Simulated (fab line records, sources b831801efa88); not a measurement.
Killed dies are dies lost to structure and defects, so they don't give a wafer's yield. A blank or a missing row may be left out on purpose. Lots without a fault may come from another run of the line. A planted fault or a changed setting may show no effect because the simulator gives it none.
Which tool did it? | flow sky130 | 6 lots, 18 wafers sampled, at 3 steps of a route of 708

WHAT THE GAUGES READ, wafer by wafer
SKY_VIA1_THK_MEAS_01.
lot  | measured     | on            | VIA1_HDPCVD_THK (nm)
L857 | day 33 23:14 | film_metro-04 | 1033 1039 1023
L860 | day 34 23:49 | film_metro-03 | 1020 1037 1037
L863 | day 35 19:30 | film_metro-01 | 1028 1031 1037
L866 | day 36 17:57 | film_metro-04 | 1021 1004 1010
L873 | day 39 20:17 | film_metro-01 | 1028 521 1045
L876 | day 41 10:57 | film_metro-01 | 1060 1042 1058

WHICH TOOL RAN EACH LOT (tool, then ch and the chambers of the sampled wafers, then the start)
lot  | SKY_CONTACT_ETCH_16                | SKY_VIA1_HDPCVD_00
L857 | rie_diel-01 ch 0,1,3, day 32 17:42 | hdpcvd-02 ch 0,1,2, day 33 23:07
L860 | rie_diel-03 ch 0,1,2, day 33 18:04 | hdpcvd-02 ch 0,1, day 34 23:41
L863 | rie_diel-01 ch 1,2, day 34 14:57   | hdpcvd-01 ch 0,1,2, day 35 19:22
L866 | rie_diel-01 ch 0,1,2, day 35 14:06 | hdpcvd-01 ch 1,2, day 36 17:49
L873 | rie_diel-01 ch 0,2,3, day 38 16:52 | hdpcvd-01 ch 0,1,2, day 39 20:10
L876 | rie_diel-04 ch 1,2,3, day 40 07:30 | hdpcvd-02 ch 0,2, day 41 10:50
- SKY_CONTACT_ETCH_16: etches BARC in N2/H2, stops on SiO2, time 45.9 s, target depth 60 nm.
- SKY_VIA1_HDPCVD_00: deposits SiO2, target thk 1030 nm, time 171.7 s.

THE ANSWER, worked out from the rows above alone
Rule: what is usual is taken from the lots themselves. Put in order of their means at a reading, lots are off if they are a third of the lots or fewer, leave a main group of 4 or more, and stand apart from it by a gap of 3 or more times the standard deviation of the main group's means; of several such gaps the widest counts. A main group whose means are all the same, to the digits that the tables above print for the reading, isn't used. A lot without any number at a reading at which 4 lots or more have one is off too. The other lots that the step has rows for count as sound.
Off: L873, at SKY_VIA1_THK_MEAS_01 (VIA1_HDPCVD_THK). The main group: mean 1032 nm, standard deviation 13.
A tool fits if, at a process step before that reading, it ran every lot that is off, and no sound lot after the first of them. The gauges at SKY_VIA1_THK_MEAS_01 are tried like those tools. Can't be told from this: 2 tools fit, rie_diel-01 at SKY_CONTACT_ETCH_16, hdpcvd-01 at SKY_VIA1_HDPCVD_00.

WHAT THE SIMULATOR HAD PUT IN
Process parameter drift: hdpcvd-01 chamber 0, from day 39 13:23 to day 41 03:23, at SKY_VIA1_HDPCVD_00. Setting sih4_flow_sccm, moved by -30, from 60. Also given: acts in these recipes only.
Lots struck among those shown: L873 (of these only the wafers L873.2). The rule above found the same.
